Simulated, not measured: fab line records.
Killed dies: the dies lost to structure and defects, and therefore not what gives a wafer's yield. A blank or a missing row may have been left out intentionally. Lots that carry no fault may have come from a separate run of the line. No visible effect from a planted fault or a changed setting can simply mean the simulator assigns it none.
Problem report in the 8D (eight disciplines) form, filled by code ; flow gf180mcu ; the parts of the form that need people (team, actions taken, sign-off) are left out

## 1. WHAT WENT WRONG
At GF_M2_CD_MEAS_14, cd-nm averages 287.2 nm over 2 wafers from 2 lots, while fault-free wafers read 280.0 nm, standard deviation 0.96. That puts it +7.6 standard deviations away from the usual mean.
The step: target cd 280 nm.
Seen first at day 22 09:13 on cd-sem-02, wafer L716.4. Wafers with a number at this step in the record: 33, from 11 lots. By rule, "out" or "out of limits" means more than 4 standard deviations away from the usual mean. The rest of the wafers with a number are treated as sound.

## 2. WHAT IT IS; WHAT IT IS NOT
question;is;is not
which readings at this step;cd-nm;-
which lots;L716, L719;L710, L721, L722, L726, L727, L728, L729, L730, L731
which wafers of those lots;L716.4, L719.2;L716.5, L716.6, L719.3, L719.6
read on which gauges;cd-sem-02;cd-sem-01
when;from day 22 09:13;"up to then (5 sound wafers); but 26 sound wafers of L719, L721, L722, L726, L727, L728, L729, L730, L731 came after"

## 3. THE SUSPECTS, EACH WITH WHAT RULES IT OUT
Counting: a tool at a process step up to the reading stays a suspect if it ran every lot that is out. Sound lots after the first of them don't rule it out here, since some wafers of a struck lot are sound.
- the gauge at GF_M2_CD_MEAS_14 is ruled out. All the wafers that are out were read on cd-sem-02, but those of them that GF_M2_STRIP_17 has rows for are out there too, on other tools.
- rie-diel-03 at GF_V1_ETCH_17 (etches SiO2 in C4F8/O2/Ar, stops on TiN, target depth 630 nm): kept. It ran every lot that is out, first L716 (day 21 08:28). Because GF_V1_ETCH_17 lacks a start for some lots, the hours and order of its lots are taken from GF_V1_SPUTTER_21.
- litho-track-03 at GF_M2_COAT_09 (resist thk 1000 nm): kept. It processed each lot that is out (first: L716, day 21 21:47); up to then, its last sound lot is L710 (day 19 11:37).
- Within rie-diel-03 at GF_V1_ETCH_17: the wafers that are out ran in chambers 0, 3; their sound lot-mates ran in chambers 1, 2.
The count leaves litho-track-03 at GF_M2_COAT_09 and rie-diel-03 at GF_V1_ETCH_17.

## 4. THE CAUSE (what the simulator had put in)
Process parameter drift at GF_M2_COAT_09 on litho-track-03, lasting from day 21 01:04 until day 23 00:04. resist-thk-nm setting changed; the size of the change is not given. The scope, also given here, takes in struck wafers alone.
Counting left 2 suspects, and this tool is among them.

## 5. SEQUENCE OF EFFECTS, ordered by route
Each row: a reading whose mean over the struck wafers that have a number lies more than 3 standard deviations from the usual. Readings are gone through only where the record gives a usual standard deviation; hours: the median, over the lots, of the time from a lot's start at the first step in this table giving one to that lot's start at this step; sigmas: the change measured in usual standard deviations.
hours;step;reading;usual;on struck wafers;change;sigmas
0;GF_M2_CD_MEAS_14;cd-nm;280.0 nm;287.2;+7.2;+7.6
0;GF_M2_STRIP_17;oes-product-au;0.558 a.u.;0.649;+0.091;+18
0;GF_M2_STRIP_17;strip-time-to-endpoint-s;7.87 s;10.12;+2.25;+61
It contains these process steps:
- GF_M2_STRIP_17: strips in O2/N2.

## 6. WHAT WOULD HAVE CAUGHT IT SOONER
Counted from the fault's start at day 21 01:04, it took 32 hours until the first out-of-limits reading at a measuring or inspecting step in this record, taken at day 22 09:13.
L719, from the lots that are out (2), started GF_M2_COAT_09 on litho-track-03 later than day 22 09:13. A tool hold placed at that time would have kept it from harm.
